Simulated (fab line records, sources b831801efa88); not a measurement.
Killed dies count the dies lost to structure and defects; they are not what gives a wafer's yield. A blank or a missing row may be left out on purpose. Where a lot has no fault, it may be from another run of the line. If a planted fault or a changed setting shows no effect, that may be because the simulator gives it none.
fab line records	flow sky130
record lots=24	wafers=72	last-day=50
route steps=708 shown METAL1@449 METAL2@486 VIA2@531 METAL3@533 METAL4@631
lots that met no fault: from a run of the same line without faults
start-h: the number of hours between the record's first day and the start of the first shown wafer of the lot	wait-h: hours elapsed since this lot's preceding step	" identical to the entry in the row above	L1.1+2: several wafers, shown together as one row	- no value, or no start was given	* or withheld: withheld	< > ~ a bound
route shown NAME@n: NAME is a module with steps in the file, n the number in the route of the first one	usual: mean and standard deviation over wafers with no fault	same: alike in all rows	chamber/n: place in a boat	sites: readings site by site	_std_site: the values' standard deviation	_edge_site: inner sites' mean taken away from outer sites' mean	radius-mm: for every site, how far away it sits from the centre of the wafer	mask NAME#n: copy n	behind: the most recent tool/chamber to have shaped the wafer	hold: why the lot went on hold/how many hours it stayed there/how the hold came to an end	device: names the non-switching transistor (n, p or np)	end of line: the tests these same wafers got at the end of their route	step lacking rows: just its recipe	killed: the dies lost at the first sort to structure and to defects; this is not the yield of the wafer	map: a wafer's dies, marking killed ones x, the rest . and places with no die _
set.NAME: the setting the step ran with; set.NAME@STEP: the setting that earlier step ran with	model.NAME: the simulator's own value behind a step, which no gauge read
a sample of lots followed through the steps of the route, with each step as a table and each wafer as a row
services: when a tool's chamber went out of use (start-h, in hours from the record's first day, below 0 if earlier), for how many hours, and the reason
## steps
# step SKY_METAL1_CD_MEAS_15
# recipe target-cd-nm=140
# usual cd-nm=140.1/1.3
lot.wafer	tool	chamber	start-h	wait-h	cd-nm
L074.1	cd-sem-01	-	761.83	-	141.0
L074.3	"	-	"	"	140.8
L074.5	"	-	"	"	139.5
L075.2	cd-sem-01	-	764.10	-	140.5
L075.3	"	-	"	"	139.7
L075.5	"	-	"	"	140.8
L076.2	cd-sem-02	-	778.40	-	140.6
L076.5	"	-	"	"	140.6
L076.6	"	-	"	"	140.6
L077.1	cd-sem-01	-	779.57	-	138.4
L077.4	"	-	"	"	137.8
L077.6	"	-	"	"	138.8
L078.1	cd-sem-02	-	791.43	-	139.0
L078.4	"	-	"	"	138.5
L078.6	"	-	"	"	139.4
L079.2	cd-sem-01	-	802.40	-	141.4
L079.4	"	-	"	"	139.7
L079.5	"	-	"	"	141.7
L080.2	cd-sem-02	-	809.00	-	142.9
L080.3	"	-	"	"	141.8
L080.5	"	-	"	"	142.9
L081.1	cd-sem-02	-	812.38	-	139.7
L081.3	"	-	"	"	139.3
L081.6	"	-	"	"	139.2
L083.2	cd-sem-02	-	846.64	-	139.2
L083.3	"	-	"	"	138.9
L083.5	"	-	"	"	139.7
L082.1	cd-sem-01	-	847.57	-	141.3
L082.2	"	-	"	"	141.5
L082.5	"	-	"	"	140.6
L085.2	cd-sem-01	-	849.30	-	141.2
L085.3	"	-	"	"	141.8
L085.6	"	-	"	"	141.5
L084.1	cd-sem-01	-	849.93	-	138.0
L084.2	"	-	"	"	139.8
L084.5	"	-	"	"	138.8
L086.2	cd-sem-01	-	854.19	-	141.1
L086.3	"	-	"	"	140.2
L086.5	"	-	"	"	141.4
L087.1	cd-sem-01	-	862.38	-	138.7
L087.2	"	-	"	"	138.4
L087.3	"	-	"	"	140.1
L088.1	cd-sem-01	-	871.98	-	142.7
L088.2	"	-	"	"	143.6
L088.6	"	-	"	"	142.7
L089.1	cd-sem-02	-	882.83	-	140.8
L089.2	"	-	"	"	139.7
L089.4	"	-	"	"	141.2
L090.3	cd-sem-01	-	883.02	-	139.0
L090.5	"	-	"	"	139.1
L090.6	"	-	"	"	138.1
L092.2	cd-sem-02	-	893.05	-	137.3
L092.3	"	-	"	"	137.6
L092.6	"	-	"	"	138.1
L091.3	cd-sem-02	-	894.02	-	139.3
L091.4	"	-	"	"	137.4
L091.6	"	-	"	"	139.6
L093.1	cd-sem-01	-	900.03	-	138.1
L093.2	"	-	"	"	139.8
L093.5	"	-	"	"	141.3
L094.2	cd-sem-02	-	904.55	-	139.0
L094.3	"	-	"	"	139.9
L094.4	"	-	"	"	139.9
L095.1	cd-sem-01	-	911.53	-	139.0
L095.3	"	-	"	"	140.8
L095.5	"	-	"	"	139.8
L096.1	cd-sem-02	-	923.73	-	140.5
L096.3	"	-	"	"	140.9
L096.4	"	-	"	"	140.3
L097.2	cd-sem-02	-	926.25	-	140.8
L097.4	"	-	"	"	141.0
L097.5	"	-	"	"	141.9
# step SKY_METAL2_SPUTTER_03
# recipe material=Ti	target-thk-nm=5	power-w=3000	time-s=3.3	chamber-pressure-pa=0.4
# usual throttle-valve-pct=30.2/0.7
# same time-s=3.3
lot.wafer	tool	chamber	start-h	wait-h	throttle-valve-pct
L074.1	pvd-sputter-01	-	792.16	0.0	30.9
L074.3	"	-	"	"	30.1
L074.5	"	-	"	"	31.0
L075.2	pvd-sputter-03	-	794.21	0.0	30.6
L075.3	"	-	"	"	29.2
L075.5	"	-	"	"	30.8
L076.2	pvd-sputter-01	-	808.13	0.0	31.3
L076.5	"	-	"	"	31.4
L076.6	"	-	"	"	29.8
L077.1	pvd-sputter-03	-	809.28	0.0	29.3
L077.4	"	-	"	"	30.8
L077.6	"	-	"	"	30.7
L078.1	pvd-sputter-02	-	821.03	0.0	29.5
L078.4	"	-	"	"	30.1
L078.6	"	-	"	"	29.5
L079.2	pvd-sputter-02	-	832.07	0.0	29.5
L079.4	"	-	"	"	30.0
L079.5	"	-	"	"	29.6
L080.2	pvd-sputter-01	-	839.46	0.0	30.9
L080.3	"	-	"	"	31.7
L080.5	"	-	"	"	31.2
L081.1	pvd-sputter-01	-	842.35	0.0	31.1
L081.3	"	-	"	"	30.0
L081.6	"	-	"	"	31.3
L083.2	pvd-sputter-03	-	875.32	0.0	29.6
L083.3	"	-	"	"	29.8
L083.5	"	-	"	"	29.3
L082.1	pvd-sputter-03	-	876.27	0.0	29.3
L082.2	"	-	"	"	30.4
L082.5	"	-	"	"	29.5
L085.2	pvd-sputter-03	-	877.57	0.0	29.3
L085.3	"	-	"	"	30.6
L085.6	"	-	"	"	30.6
L084.1	pvd-sputter-01	-	878.46	0.0	31.4
L084.2	"	-	"	"	31.1
L084.5	"	-	"	"	31.3
L086.2	pvd-sputter-02	-	882.97	0.0	29.8
L086.3	"	-	"	"	29.2
L086.5	"	-	"	"	29.6
L087.1	pvd-sputter-02	-	889.90	0.0	29.8
L087.2	"	-	"	"	29.1
L087.3	"	-	"	"	29.5
L088.1	pvd-sputter-03	-	900.71	0.0	29.0
L088.2	"	-	"	"	29.9
L088.6	"	-	"	"	30.6
L089.1	pvd-sputter-02	-	911.03	0.0	29.8
L089.2	"	-	"	"	29.9
L089.4	"	-	"	"	29.3
L090.3	pvd-sputter-01	-	911.28	0.0	29.9
L090.5	"	-	"	"	31.2
L090.6	"	-	"	"	30.5
L092.2	pvd-sputter-01	-	921.38	0.0	31.2
L092.3	"	-	"	"	30.0
L092.6	"	-	"	"	30.0
L091.3	pvd-sputter-02	-	922.02	0.0	29.6
L091.4	"	-	"	"	30.0
L091.6	"	-	"	"	30.1
L093.1	pvd-sputter-01	-	928.92	0.0	30.6
L093.2	"	-	"	"	31.3
L093.5	"	-	"	"	31.1
L094.2	pvd-sputter-01	-	932.57	0.0	31.3
L094.3	"	-	"	"	30.0
L094.4	"	-	"	"	29.8
L095.1	pvd-sputter-02	-	939.76	0.0	29.1
L095.3	"	-	"	"	29.9
L095.5	"	-	"	"	29.7
L096.1	pvd-sputter-03	-	951.16	0.0	30.6
L096.3	"	-	"	"	30.1
L096.4	"	-	"	"	29.5
L097.2	pvd-sputter-02	-	953.31	0.0	29.9
L097.4	"	-	"	"	29.7
L097.5	"	-	"	"	29.7
# step SKY_VIA2_CMP_24
# recipe stop-on=SiO2	t-overpolish-s=20	down-force-psi=3.5	platen-rpm=60	target-thk-nm=0	pad-velocity-m-s=0.94248
# usual motor-current-A=11.5/1.6	overpolish-run-s=20.000/0.0087	time-to-endpoint-s=100/4.9
lot.wafer	tool	chamber	start-h	wait-h	motor-current-A	overpolish-run-s	time-to-endpoint-s
L074.1	cmp-02	1	847.85	0.1	10.4	20.000	101
L074.3	"	0	"	"	10.2	20.005	96
L074.5	"	2	"	"	12.1	20.006	95
L075.2	cmp-01	0	849.93	0.1	11.4	19.998	98
L075.3	"	1	"	"	12.6	19.985	100
L075.5	"	3	"	"	8.8	20.011	96
L076.2	cmp-02	3	863.46	0.1	13.8	20.001	99
L076.6	"	2	"	"	11.6	19.998	91
L076.5	"	3	"	"	13.2	19.975	103
L077.1	cmp-02	0	864.56	0.1	10.1	20.009	94
L077.4	"	2	"	"	12.7	19.998	97
L077.6	"	1	"	"	10.6	20.020	105
L078.1	cmp-01	2	876.40	0.1	13.1	19.982	98
L078.4	"	3	"	"	8.6	20.000	94
L078.6	"	1	"	"	12.7	19.996	95
L079.4	cmp-01	1	886.00	0.0	12.4	20.011	107
L079.2	"	2	"	"	13.2	20.004	108
L079.5	"	2	"	"	13.2	20.000	107
L080.2	cmp-01	3	894.11	0.1	8.2	20.001	99
L080.3	"	1	"	"	12.6	19.991	104
L080.5	"	3	"	"	8.5	19.994	98
L081.1	cmp-02	1	895.87	0.1	10.6	19.996	102
L081.3	"	0	"	"	10.0	20.005	94
L081.6	"	2	"	"	12.9	19.994	97
L083.3	cmp-01	2	929.10	0.0	13.1	19.997	106
L083.2	"	1	"	"	12.7	20.000	102
L083.5	"	2	"	"	12.9	19.992	106
L082.2	cmp-01	1	930.04	0.0	12.4	20.026	97
L082.1	"	0	"	"	10.9	19.982	94
L082.5	"	1	"	"	12.7	20.004	99
L085.3	cmp-02	1	931.80	0.1	10.4	19.989	106
L085.2	"	3	"	"	13.5	19.999	106
L085.6	"	0	"	"	10.0	19.994	96
L084.2	cmp-02	0	932.10	0.0	10.2	20.007	97
L084.1	"	3	"	"	12.8	19.994	107
L084.5	"	0	"	"	10.4	20.003	97
L086.2	cmp-01	2	936.00	0.1	12.7	19.991	98
L086.3	"	3	"	"	8.6	20.020	91
L086.5	"	2	"	"	12.5	20.008	102
L087.1	cmp-02	0	941.80	0.1	9.9	19.993	96
L087.3	"	1	"	"	10.5	19.989	104
L087.2	"	2	"	"	12.4	19.997	94
L088.2	cmp-02	3	952.85	0.1	13.9	20.012	102
L088.1	"	0	"	"	10.3	20.008	98
L088.6	"	3	"	"	13.7	20.001	104
L089.2	cmp-01	2	962.95	0.0	12.8	20.008	101
L089.4	"	3	"	"	8.6	19.997	95
L089.1	"	1	"	"	13.1	20.001	98
L090.3	cmp-02	3	963.19	0.2	13.2	20.001	103
L090.6	"	2	"	"	12.3	20.006	101
L090.5	"	3	"	"	14.2	20.002	104
L092.2	cmp-01	2	973.07	0.1	13.3	19.999	103
L092.3	"	3	"	"	9.2	20.004	95
L092.6	"	1	"	"	12.4	20.006	101
L091.3	cmp-01	1	973.76	0.1	12.8	19.995	102
L091.4	"	2	"	"	12.4	19.985	103
L091.6	"	3	"	"	8.6	20.002	97
L093.2	cmp-01	0	979.65	0.0	11.4	20.008	94
L093.1	"	3	"	"	8.7	20.015	96
L093.5	"	0	"	"	11.1	20.001	97
L094.4	cmp-02	3	984.37	0.1	13.7	20.005	110
L094.3	"	0	"	"	10.0	20.000	99
L094.2	"	1	"	"	9.9	19.996	109
L095.1	cmp-02	1	990.85	0.1	10.3	20.006	109
L095.3	"	3	"	"	13.8	20.007	108
L095.5	"	1	"	"	10.6	19.992	108
L096.4	cmp-01	3	1001.00	0.1	8.4	19.992	95
L096.3	"	0	"	"	10.5	19.994	96
L096.1	"	1	"	"	12.1	19.993	100
L097.4	cmp-02	1	1003.50	0.1	10.8	20.007	113
L097.2	"	2	"	"	12.4	20.011	104
L097.5	"	0	"	"	9.4	20.004	101
# step SKY_METAL3_SPUTTER_01
# recipe material=TiN	target-thk-nm=20	power-w=6500	time-s=16.7	chamber-pressure-pa=0.4
# usual throttle-valve-pct=30.3/0.97
# same time-s=16.7
lot.wafer	tool	chamber	start-h	wait-h	throttle-valve-pct
L074.1	pvd-sputter-03	-	848.18	0.0	30.3
L074.3	"	-	"	"	29.5
L074.5	"	-	"	"	30.5
L075.2	pvd-sputter-04	-	850.21	0.0	30.7
L075.3	"	-	"	"	31.1
L075.5	"	-	"	"	30.7
L076.2	pvd-sputter-03	-	863.74	0.0	29.9
L076.5	"	-	"	"	29.7
L076.6	"	-	"	"	30.1
L077.1	pvd-sputter-03	-	864.88	0.0	29.4
L077.4	"	-	"	"	29.7
L077.6	"	-	"	"	30.0
L078.1	pvd-sputter-04	-	876.63	0.0	30.7
L078.4	"	-	"	"	29.7
L078.6	"	-	"	"	30.7
L079.2	pvd-sputter-01	-	886.33	0.0	30.9
L079.4	"	-	"	"	31.5
L079.5	"	-	"	"	31.2
L080.2	pvd-sputter-01	-	894.38	0.0	31.3
L080.3	"	-	"	"	31.2
L080.5	"	-	"	"	29.9
L081.1	pvd-sputter-04	-	896.20	0.0	27.4
L081.3	"	-	"	"	31.2
L081.6	"	-	"	"	30.8
L083.2	pvd-sputter-01	-	929.42	0.0	30.9
L083.3	"	-	"	"	31.3
L083.5	"	-	"	"	29.7
L082.1	pvd-sputter-04	-	930.36	0.0	30.4
L082.2	"	-	"	"	29.7
L082.5	"	-	"	"	30.8
L085.2	pvd-sputter-01	-	932.07	0.0	30.1
L085.3	"	-	"	"	31.1
L085.6	"	-	"	"	31.3
L084.1	pvd-sputter-04	-	932.42	0.0	30.6
L084.2	"	-	"	"	27.5
L084.5	"	-	"	"	30.9
L086.2	pvd-sputter-03	-	936.28	0.0	30.6
L086.3	"	-	"	"	29.4
L086.5	"	-	"	"	30.5
L087.1	pvd-sputter-03	-	942.12	0.0	29.5
L087.2	"	-	"	"	29.9
L087.3	"	-	"	"	30.8
L088.1	pvd-sputter-01	-	953.13	0.0	31.5
L088.2	"	-	"	"	30.7
L088.6	"	-	"	"	30.7
L089.1	pvd-sputter-01	-	963.27	0.0	31.4
L089.2	"	-	"	"	31.1
L089.4	"	-	"	"	30.5
L090.3	pvd-sputter-04	-	963.46	0.0	27.5
L090.5	"	-	"	"	30.8
L090.6	"	-	"	"	29.3
L092.2	pvd-sputter-01	-	973.29	0.0	30.5
L092.3	"	-	"	"	31.5
L092.6	"	-	"	"	31.2
L091.3	pvd-sputter-01	-	973.99	0.0	30.7
L091.4	"	-	"	"	31.4
L091.6	"	-	"	"	30.6
L093.1	pvd-sputter-01	-	979.97	0.0	31.2
L093.2	"	-	"	"	31.7
L093.5	"	-	"	"	31.0
L094.2	pvd-sputter-04	-	984.64	0.0	29.4
L094.3	"	-	"	"	27.7
L094.4	"	-	"	"	30.9
L095.1	pvd-sputter-01	-	991.12	0.0	30.1
L095.3	"	-	"	"	31.3
L095.5	"	-	"	"	30.1
L096.1	pvd-sputter-01	-	1001.27	0.0	31.4
L096.3	"	-	"	"	31.2
L096.4	"	-	"	"	30.8
L097.2	pvd-sputter-04	-	1003.72	0.0	31.0
L097.4	"	-	"	"	27.2
L097.5	"	-	"	"	30.6
# step SKY_METAL4_DESCUM_15
# recipe chemistry=O2	source-power-w=150	bias-power-w=0	pressure-mtorr=10	temp-c=40	time-s=8
# usual drypump-motor-current-A=6.0/0.33	oes-product-au=1.010/0.013
# same time-s=8
lot.wafer	tool	chamber	start-h	wait-h	drypump-motor-current-A	oes-product-au	rf-hours-counter-h
L074.1	rie-metal-04	0	977.29	0.0	5.8	1.001	13
L074.3	"	0	"	"	5.8	1.009	-
L074.5	"	0	"	"	5.8	1.019	-
L075.2	rie-metal-04	1	979.74	0.0	5.6	1.004	8
L075.3	"	1	"	"	5.6	1.022	-
L075.5	"	1	"	"	5.6	1.016	-
L076.2	rie-metal-02	0	990.64	0.0	6.6	1.009	-
L076.5	"	0	"	"	6.6	1.013	-
L076.6	"	0	"	"	6.5	1.009	-
L077.1	rie-metal-02	0	992.38	0.0	6.5	1.014	12
L077.4	"	0	"	"	6.5	1.007	-
L077.6	"	0	"	"	6.5	1.000	-
L078.1	rie-metal-01	0	1003.83	0.0	6.3	1.013	19
L078.4	"	1	"	"	6.1	1.026	-
L078.6	"	0	"	"	6.3	1.017	-
L079.2	rie-metal-04	1	1011.48	0.0	5.6	1.001	10
L079.4	"	0	"	"	5.8	1.018	-
L079.5	"	1	"	"	5.6	1.003	-
L080.2	rie-metal-04	1	1019.09	0.0	5.6	1.014	10
L080.3	"	1	"	"	5.6	1.015	-
L080.5	"	0	"	"	5.8	1.018	-
L081.1	rie-metal-02	0	1020.89	0.0	6.5	1.014	13
L081.3	"	0	"	"	6.5	1.013	-
L081.6	"	1	"	"	6.1	0.992	-
L083.2	rie-metal-02	1	1051.04	0.0	6.1	0.979	8
L083.3	"	0	"	"	6.5	0.994	-
L083.5	"	1	"	"	6.1	0.985	-
L082.1	rie-metal-01	1	1053.53	0.0	6.0	1.026	10
L082.2	"	0	"	"	6.3	1.006	22
L082.5	"	0	"	"	6.3	1.022	-
L084.1	rie-metal-01	1	1054.59	0.0	6.1	1.031	10
L084.2	"	0	"	"	6.3	1.026	22
L084.5	"	1	"	"	6.1	1.032	-
L085.2	rie-metal-02	1	1054.71	0.0	6.1	0.992	9
L085.3	"	1	"	"	6.1	0.979	-
L085.6	"	1	"	"	6.1	0.975	-
L086.2	rie-metal-02	0	1058.44	0.0	6.5	1.005	16
L086.3	"	0	"	"	6.5	0.993	-
L086.5	"	1	"	"	6.1	0.980	-
L087.1	rie-metal-04	0	1064.04	0.0	5.8	1.017	17
L087.2	"	1	"	"	5.6	1.014	12
L087.3	"	1	"	"	5.6	1.013	-
L088.1	rie-metal-04	1	1072.89	0.0	5.6	1.021	13
L088.2	"	0	"	"	5.7	1.025	17
L088.6	"	0	"	"	5.8	1.022	-
L089.1	rie-metal-04	1	1081.74	0.0	5.6	1.026	13
L089.2	"	0	"	"	5.8	1.024	18
L089.4	"	1	"	"	5.6	1.014	-
L090.3	rie-metal-04	0	1082.65	0.0	5.8	1.016	-
L090.5	"	0	"	"	5.8	1.012	-
L090.6	"	1	"	"	5.6	1.017	-
L092.2	rie-metal-04	1	1087.39	0.0	5.6	1.014	14
L092.3	"	0	"	"	5.8	1.017	-
L092.6	"	0	"	"	5.8	1.008	-
L091.3	rie-metal-04	0	1089.30	0.0	5.8	1.002	-
L091.4	"	1	"	"	5.7	1.008	-
L091.6	"	1	"	"	5.6	1.003	-
L093.1	rie-metal-02	0	1095.59	0.0	6.5	0.986	18
L093.2	"	1	"	"	6.1	0.993	12
L093.5	"	0	"	"	6.6	1.003	-
L094.2	rie-metal-01	0	1100.36	0.0	6.3	1.007	26
L094.3	"	0	"	"	6.3	0.998	-
L094.4	"	1	"	"	6.1	1.018	-
L095.1	rie-metal-04	0	1106.53	0.0	5.8	1.020	20
L095.3	"	1	"	"	5.6	1.021	-
L095.5	"	1	"	"	5.6	1.017	-
L096.1	rie-metal-01	1	1114.58	0.0	6.0	1.017	15
L096.3	"	0	"	"	6.3	1.012	-
L096.4	"	1	"	"	6.1	1.025	-
L097.2	rie-metal-02	0	1114.93	0.0	6.5	1.000	19
L097.4	"	1	"	"	6.1	0.979	-
L097.5	"	1	"	"	6.1	0.978	-
# step SKY_METAL4_ETCH_17
# recipe target=SiO2	stop-on=TiN	chemistry=C4F8/O2/Ar	source-w=1500	bias-w=1200	pressure-mtorr=40	c4f8-flow-sccm=withheld	O2_flow_sccm=6	Ar_flow_sccm=300	time-s=3.9	target-depth-a=150
# usual oes-product-au=0.757/0.0084
# same time-s=3.9
lot.wafer	tool	chamber	start-h	wait-h	oes-product-au	rf-hours-counter-h
L074.1	rie-diel-01	0	977.42	0.1	0.758	14
L074.3	"	1	"	"	0.764	9
L074.5	"	0	"	"	0.767	-
L075.2	rie-diel-01	3	979.87	0.1	0.758	19
L075.3	"	0	"	"	0.772	14
L075.5	"	0	"	"	0.774	-
L076.2	rie-diel-01	2	990.89	0.1	0.758	6
L076.5	"	2	"	"	0.762	-
L076.6	"	3	"	"	0.749	-
L077.1	rie-diel-02	3	992.64	0.2	0.760	9
L077.4	"	2	"	"	0.762	11
L077.6	"	1	"	"	0.771	-
L078.1	rie-diel-02	0	1003.96	0.1	0.756	18
L078.4	"	2	"	"	0.756	11
L078.6	"	2	"	"	0.755	-
L079.2	rie-diel-01	1	1011.61	0.1	0.763	9
L079.4	"	2	"	"	0.749	7
L079.5	"	0	"	"	0.759	-
L080.2	rie-diel-02	0	1019.22	0.1	0.749	19
L080.3	"	2	"	"	0.751	12
L080.5	"	1	"	"	0.757	-
L081.1	rie-diel-03	3	1021.02	0.1	0.745	9
L081.3	"	2	"	"	0.764	19
L081.6	"	0	"	"	0.753	-
L083.2	rie-diel-02	2	1051.17	0.1	0.748	13
L083.3	"	3	"	"	0.752	11
L083.5	"	3	"	"	0.757	-
L082.1	rie-diel-03	0	1053.66	0.1	0.748	6
L082.2	"	2	"	"	0.746	20
L082.5	"	2	"	"	0.752	-
L084.1	rie-diel-01	2	1054.72	0.1	0.751	8
L084.2	"	3	"	"	0.743	21
L084.5	"	1	"	"	0.754	-
L085.2	rie-diel-03	1	1054.84	0.1	0.759	8
L085.3	"	3	"	"	0.757	10
L085.6	"	1	"	"	0.763	-
L086.2	rie-diel-02	2	1058.57	0.1	0.746	13
L086.3	"	0	"	"	0.758	20
L086.5	"	2	"	"	0.754	-
L087.1	rie-diel-02	0	1064.17	0.1	0.750	21
L087.2	"	2	"	"	0.762	13
L087.3	"	0	"	"	0.750	-
L088.1	rie-diel-03	1	1073.02	0.1	0.753	9
L088.2	"	0	"	"	0.747	6
L088.6	"	1	"	"	0.768	-
L089.1	rie-diel-03	2	1081.87	0.1	0.748	21
L089.2	"	3	"	"	0.755	10
L089.4	"	0	"	"	0.746	7
L090.3	rie-diel-03	2	1082.77	0.0	0.758	21
L090.5	"	2	"	"	0.751	-
L090.6	"	1	"	"	0.769	-
L092.2	rie-diel-01	1	1087.52	0.1	0.759	12
L092.3	"	0	"	"	0.757	18
L092.6	"	2	"	"	0.762	-
L091.3	rie-diel-02	3	1089.42	0.0	0.757	12
L091.4	"	1	"	"	0.759	-
L091.6	"	3	"	"	0.760	-
L093.1	rie-diel-02	1	1095.72	0.1	0.750	1
L093.2	"	0	"	"	0.758	22
L093.5	"	3	"	"	0.759	-
L094.2	rie-diel-03	2	1100.49	0.1	0.741	21
L094.3	"	3	"	"	0.752	11
L094.4	"	1	"	"	0.757	10
L095.1	rie-diel-01	2	1106.66	0.1	0.755	10
L095.3	"	0	"	"	0.752	18
L095.5	"	3	"	"	0.765	-
L096.1	rie-diel-01	2	1114.71	0.1	0.751	10
L096.3	"	3	"	"	0.747	23
L096.4	"	1	"	"	0.755	13
L097.2	rie-diel-03	1	1115.06	0.1	0.759	10
L097.4	"	3	"	"	0.771	11
L097.5	"	3	"	"	0.758	-
## services
tool	chamber	start-h	hours	kind
cmp-01	-	781.66	5.1	pm
cmp-01	-	788.21	1.5	repair
cmp-02	-	809.67	6.1	repair
cmp-02	-	821.56	0.5	repair
pvd-sputter-03	-	825.22	1.5	repair
cmp-02	-	848.98	3.1	repair
cmp-02	-	852.05	6.3	pm
pvd-sputter-03	-	873.51	0.6	repair
cmp-01	-	881.30	1.6	repair
pvd-sputter-01	-	889.57	2.6	repair
rie-metal-04	0	903.35	16.0	repair
cmp-01	-	912.14	4.0	pm
cmp-02	-	976.87	3.3	repair
cmp-01	-	990.75	6.4	repair
cmp-01	-	1004.84	1.1	repair
pvd-sputter-03	-	1021.75	1.5	repair
pvd-sputter-03	-	1028.50	13.4	repair
cmp-01	-	1034.85	2.1	repair
rie-metal-04	-	1048.26	15.6	pm
cmp-01	-	1066.55	1.3	repair
cmp-02	-	1085.56	2.8	repair
cmp-02	-	1091.43	4.0	pm
pvd-sputter-03	-	1092.90	6.0	repair
cmp-01	-	1102.11	4.0	pm
## key
fault none
